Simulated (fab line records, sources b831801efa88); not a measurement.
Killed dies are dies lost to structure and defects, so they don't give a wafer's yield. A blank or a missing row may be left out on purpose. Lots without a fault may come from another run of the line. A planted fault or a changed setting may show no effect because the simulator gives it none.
A struck lot beside a sound one | flow sky130 | 16 steps out of a route of 708
Sound: wafers L990.1, L990.3, L990.5. Struck: wafers L102.1, L102.3, L102.5. The cause comes at the end.
At each step with rows: each side's tool, then ch and its chambers, then its first start. Under that, the readings that differ: sound wafers | struck wafers | difference of the means | sigmas: that difference in standard deviations of wafers without a fault.
alike: readings whose means differ by less than 2 such deviations, and words and numbers that are the same on both sides. not compared: withheld readings, readings that some wafer has no value for, bounds like >300 that may hide the same value, and numbers for which the record gives no deviation and whose values overlap.
The two part at a step that has a row with sigmas, a row that says differs or no value, or rows on one side only. Numbers that don't overlap but have no deviation are shown without sigmas and don't part them. A reading that every wafer of one side lacks parts them only if that side has two wafers or more.

first, 3 steps without rows for these wafers: SKY_METAL2_EXPOSE_12 (exposes mask MM2, target cd 140 nm); SKY_METAL2_PEB_13; SKY_METAL2_DEVELOP_14 (develop time 60 s).
SKY_METAL2_CD_MEAS_15: target cd 140 nm.
  sound on cd_sem-01, day 39 01:25; struck on cd_sem-01, day 41 20:43
  reading    | sound             | struck            | difference | sigmas
  cd_nm (nm) | 135.2 137.3 137.8 | 141.3 142.0 141.7 | +4.9       | +3
SKY_METAL2_OVL_MEAS_16:
  sound on overlay-02, day 39 01:32; struck on overlay-02, day 41 20:50
  alike: METAL2_OVL
SKY_METAL2_DESCUM_17: chemistry O2, time 8 s.
  sound on rie_metal-02 ch 0,1, day 39 01:34; struck on rie_metal-02 ch 0,1, day 41 20:52
  alike: drypump_motor_current_A, oes_product_au
  not compared: rf_hours_counter_h
SKY_METAL2_ETCH_18: etches BARC in N2/H2, stops on SiO2, time 45.9 s, target depth 60 nm.
  sound on rie_metal-02 ch 0,1, day 39 01:37; struck on rie_metal-02 ch 0,1, day 41 20:54
  alike: drypump_motor_current_A, h2_flow_sccm, oes_product_au, throttle_valve_pct
  not compared: rf_hours_counter_h
SKY_METAL2_METAL_ETCH_19: etches the open film in Cl2/BCl3, stops on SiO2, target depth 360 nm, time 78 s.
  sound on rie_metal-02 ch 0,1, day 39 01:40; struck on rie_metal-02 ch 0,1, day 41 20:58
  alike: drypump_motor_current_A, oes_product_au, throttle_valve_pct
  not compared: rf_hours_counter_h
SKY_METAL2_STRIP_20: strips in O2/N2.
  sound on plasma_asher-04 ch 0,1, day 39 01:46; struck on plasma_asher-04 ch 0,1, day 41 21:03
  alike: drypump_motor_current_A, oes_product_au, strip_time_to_endpoint_s
  not compared: rf_hours_counter_h
then, 3 steps without rows for these wafers: SKY_METAL2_STRIP_21 (strips in post etch residue remover, time 1200 s); SKY_METAL2_CLEAN_22 (cleans in IPA, time 180 s); SKY_METAL2_CLEAN_23 (cleans in O3/DIW).
SKY_VIA2_HDPCVD_00: deposits SiO2, target thk 1180 nm, time 196.7 s.
  sound on hdpcvd-02 ch 0,2, day 39 02:21; struck on hdpcvd-02 ch 1,2, day 41 21:38
  reading                                  | sound             | struck            | difference | sigmas
  run_length_s (s)                         | 224.1 224.6 224.4 | 233.5 234.1 233.8 | +9.4       | +25
  model.SiO2_of_VIA2_HDPCVD_00.thk_nm (nm) | 1186 1195 1185    | 1224 1214 1241    | +38        |
SKY_VIA2_THK_MEAS_01:
  sound on film_metro-03, day 39 02:29; struck on film_metro-03, day 41 21:46
  reading              | sound          | struck         | difference | sigmas
  VIA2_HDPCVD_THK (nm) | 1187 1196 1185 | 1226 1214 1241 | +38        | +3
SKY_VIA2_CMP_02: polishes SiO2.
  sound on cmp-02 ch 0,2,3, day 39 02:38; struck on cmp-01 ch 0,1,3, day 41 21:53
  alike: edge_zone_pressure_frac, motor_current_A, retaining_ring_pressure_frac
-- the record jumps here: 9 days lie between the struck wafers' starts before and after (it left off in module VIA2 and takes up again in module PAD_OPEN, whose first step shown is number 708 of the route) --
SKY_PAD_OPEN_PROBE_99:
  sound on prober-02, day 48 17:55; struck on prober-02, day 50 21:52
  alike: defect_limited_yield, killed_at_M0_to_M3, killed_at_M4_up, killed_at_contacts, killed_at_front_end, killed_at_other, killed_dies, killed_open, killed_short, sort_bin_3_pad_short, sort_bin_5_function, sort_bin_6_memory, sort_n_pass, sort_yield_pct

WHERE THEY PART
First at SKY_METAL2_CD_MEAS_15; last, within this record, at SKY_VIA2_THK_MEAS_01. Later steps at which nothing parts them and some readings are alike: SKY_VIA2_CMP_02, SKY_PAD_OPEN_PROBE_99.

WHY: what the simulator had put in
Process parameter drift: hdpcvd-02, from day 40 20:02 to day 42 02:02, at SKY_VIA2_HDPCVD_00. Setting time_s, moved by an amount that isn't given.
